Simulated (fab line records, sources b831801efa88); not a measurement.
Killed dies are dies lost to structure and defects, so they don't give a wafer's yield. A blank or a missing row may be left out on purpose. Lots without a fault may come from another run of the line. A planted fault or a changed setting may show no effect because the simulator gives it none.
A struck lot beside a sound one | flow sky130 | 43 steps out of a route of 708
Sound: wafers L510.2, L510.4, L510.5. Struck: wafers L505.2, L505.5, L505.6. The cause comes at the end.
At each step with rows: each side's tool, then ch and its chambers, then its first start. Under that, the readings that differ: sound wafers | struck wafers | difference of the means | sigmas: that difference in standard deviations of wafers without a fault.
alike: readings whose means differ by less than 2 such deviations, and words and numbers that are the same on both sides. not compared: withheld readings, readings that some wafer has no value for, bounds like >300 that may hide the same value, and numbers for which the record gives no deviation and whose values overlap.
The two part at a step that has a row with sigmas, a row that says differs or no value, or rows on one side only. Numbers that don't overlap but have no deviation are shown without sigmas and don't part them. A reading that every wafer of one side lacks parts them only if that side has two wafers or more.

SKY_VIA3_OVL_MEAS_13:
  sound on overlay-01, day 43 19:49; struck on overlay-02, day 42 06:32
  alike: VIA3_OVL
then, 7 steps without rows for these wafers: SKY_VIA3_ETCH_14 (etches BARC in N2/H2, stops on SiO2, time 45.9 s, target depth 60 nm); SKY_VIA3_ETCH_15 (etches SiO2 in C4F8/O2/Ar, stops on TiN, target depth 507 nm, time 78 s); SKY_VIA3_STRIP_16 (strips in O2/N2); SKY_VIA3_STRIP_17 (strips in post etch residue remover, time 1200 s); SKY_VIA3_CLEAN_18 (cleans in IPA, time 180 s); SKY_VIA3_CLEAN_19 (cleans in O3/DIW); SKY_VIA3_SPUTTER_20 (material TiN, target thk 20 nm, time 80 s).
SKY_VIA3_CVD_21: deposits W, target thk 390 nm, time 117.31 s.
  sound on cvd_w-02 ch 0,1, day 43 20:39; struck on cvd_w-01 ch 0,1, day 42 07:20
  alike: heater_power_w
SKY_VIA3_RS_MEAS_22: measures by four-point-probe.
  sound on film_metro-04, day 43 20:47; struck on film_metro-01, day 42 07:28
  alike: VIA3_W_RS
SKY_VIA3_THK_MEAS_23: measures by xrf.
  sound on film_metro-04, day 43 20:54; struck on film_metro-01, day 42 07:35
  alike: VIA3_W_THK
then, 1 step without rows for these wafers: SKY_VIA3_CMP_24 (polishes, stops on SiO2, t overpolish 20 s, target thk 0 nm).
SKY_METAL4_SPUTTER_00: material Ti, target thk 15 nm, time 10 s.
  sound on pvd_sputter-03, day 43 21:15; struck on pvd_sputter-04, day 42 07:56
  alike: throttle_valve_pct
then, 1 step without rows for these wafers: SKY_METAL4_SPUTTER_01 (material TiN, target thk 20 nm, time 16.7 s).
SKY_METAL4_SPUTTER_02: material AlCu, target thk 735 nm, time 39.1 s.
  sound on pvd_sputter-03, day 43 21:18; struck on pvd_sputter-04, day 42 07:59
  alike: throttle_valve_pct
then, 1 step without rows for these wafers: SKY_METAL4_SPUTTER_03 (material Ti, target thk 5 nm, time 3.3 s).
SKY_METAL4_SPUTTER_04: material TiN, target thk 70 nm, time 58.3 s.
  sound on pvd_sputter-03, day 43 21:21; struck on pvd_sputter-04, day 42 08:02
  alike: throttle_valve_pct
SKY_CAP2M_CVD_00: deposits SiO2, target thk 15.5 nm.
  sound on pecvd-03 ch 0,1,2, day 43 21:24; struck on pecvd-02 ch 0,1,2, day 42 08:05
  alike: heater_power_w
SKY_CAP2M_THK_MEAS_01:
  sound on film_metro-03, day 43 21:26; struck on film_metro-01, day 42 08:07
  alike: CAP2M_CVD_00_THK
then, 1 step without rows for these wafers: SKY_CAP2M_SPUTTER_02 (material TiN, target thk 200 nm, time 166.7 s).
SKY_CAP2M_RS_MEAS_03: measures by four-point-probe.
  sound on film_metro-04, day 43 21:37; struck on film_metro-04, day 42 08:18
  reading               | sound          | struck         | difference | sigmas
  CAP2M_TIN_RS (ohm/sq) | 6.84 6.72 6.76 | 6.88 6.99 6.96 | +0.17      | +2
SKY_CAP2M_THK_MEAS_04: measures by xrf.
  sound on film_metro-04, day 43 21:43; struck on film_metro-04, day 42 08:25
  reading            | sound             | struck            | difference | sigmas
  CAP2M_TIN_THK (nm) | 201.9 205.1 203.8 | 198.7 195.6 196.9 | -6.5       | -3
then, 7 steps without rows for these wafers: SKY_CAP2M_DEHYDRATE_05 (time 60 s); SKY_CAP2M_HMDS_06 (prime time 60 s); SKY_CAP2M_COAT_07 (resist thk 1140 nm); SKY_CAP2M_SOFTBAKE_08 (time 60 s); SKY_CAP2M_EXPOSE_09 (exposes mask CAP2M, target cd 1000 nm); SKY_CAP2M_PEB_10; SKY_CAP2M_DEVELOP_11 (develop time 60 s).
SKY_CAP2M_OVL_MEAS_12:
  sound on overlay-02, day 44 18:46; struck on overlay-01, day 43 06:54
  alike: CAP2M_OVL
SKY_CAP2M_METAL_ETCH_13: etches TiN in Cl2/BCl3, stops on SiO2, target depth 220 nm, time 62.9 s.
  sound on rie_metal-04 ch 0,1, day 44 18:48; struck on rie_metal-03 ch 0,1, day 43 06:56
  alike: drypump_motor_current_A, oes_product_au, throttle_valve_pct
  not compared: rf_hours_counter_h
then, 11 steps without rows for these wafers: SKY_CAP2M_STRIP_14 (strips in O2/N2); SKY_CAP2M_STRIP_15 (strips in post etch residue remover, time 1200 s); SKY_CAP2M_CLEAN_16 (cleans in IPA, time 180 s); SKY_CAP2M_CLEAN_17 (cleans in O3/DIW); SKY_METAL4_DEHYDRATE_05 (time 60 s); SKY_METAL4_HMDS_06 (prime time 60 s); SKY_METAL4_COAT_07 (resist thk 60 nm); SKY_METAL4_COAT_08 (resist thk 1140 nm); SKY_METAL4_SOFTBAKE_09 (time 90 s); SKY_METAL4_EXPOSE_10 (exposes mask MM4, target cd 300 nm); SKY_METAL4_PEB_11.
-- the record jumps here: 5 days lie between the struck wafers' starts before and after (it left off in module METAL4 and takes up again in module PAD_OPEN, whose first step shown is number 708 of the route) --
SKY_PAD_OPEN_PROBE_99:
  sound on prober-01, day 49 02:46; struck on prober-02, day 47 22:12
  reading                               | sound              | struck            | difference | sigmas
  defect_limited_yield (%)              | 81.1 80.9 83.1     | 75.0 73.0 76.4    | -6.9       | -4
  killed_at_M4_up                       | 6 5 2              | 41 46 42          | +39        | +23
  killed_dies                           | 93 94 83           | 123 133 116       | +34        | +4
  sort_bin_3_pad_short (%)              | 0.8 1.0 0.2        | 2.0 1.6 1.4       | +1.0       | +3
  sort_bin_5_function (%)               | 11.2 11.2 11.8     | 14.6 17.5 14.8    | +4.2       | +3
  sort_n_pass                           | 399 398 409        | 369 359 376       | -34        | -4
  sort_yield_pct (%)                    | 81.1 80.9 83.1     | 75.0 73.0 76.4    | -6.9       | -4
  model.etest.tester.sort_n_pass        | 399 398 409        | 369 359 376       | -34        |
  model.etest.tester.sort_yield_pct (%) | 81.1 80.89 83.13   | 75 72.97 76.42    | -7         |
  model.etest.tester.sort_bin_5_pct (%) | 11.18 11.18 11.79  | 14.63 17.48 14.84 | +4.27      |
  model.etest.tester.sort_bin_3_pct (%) | 0.813 1.016 0.2033 | 2.033 1.626 1.423 | +1.017     |
  alike: killed_at_M0_to_M3, killed_at_contacts, killed_at_front_end, killed_at_other, killed_open, killed_short, sort_bin_6_memory

WHERE THEY PART
First at SKY_CAP2M_RS_MEAS_03; last, within this record, at SKY_PAD_OPEN_PROBE_99.

WHY: what the simulator had put in
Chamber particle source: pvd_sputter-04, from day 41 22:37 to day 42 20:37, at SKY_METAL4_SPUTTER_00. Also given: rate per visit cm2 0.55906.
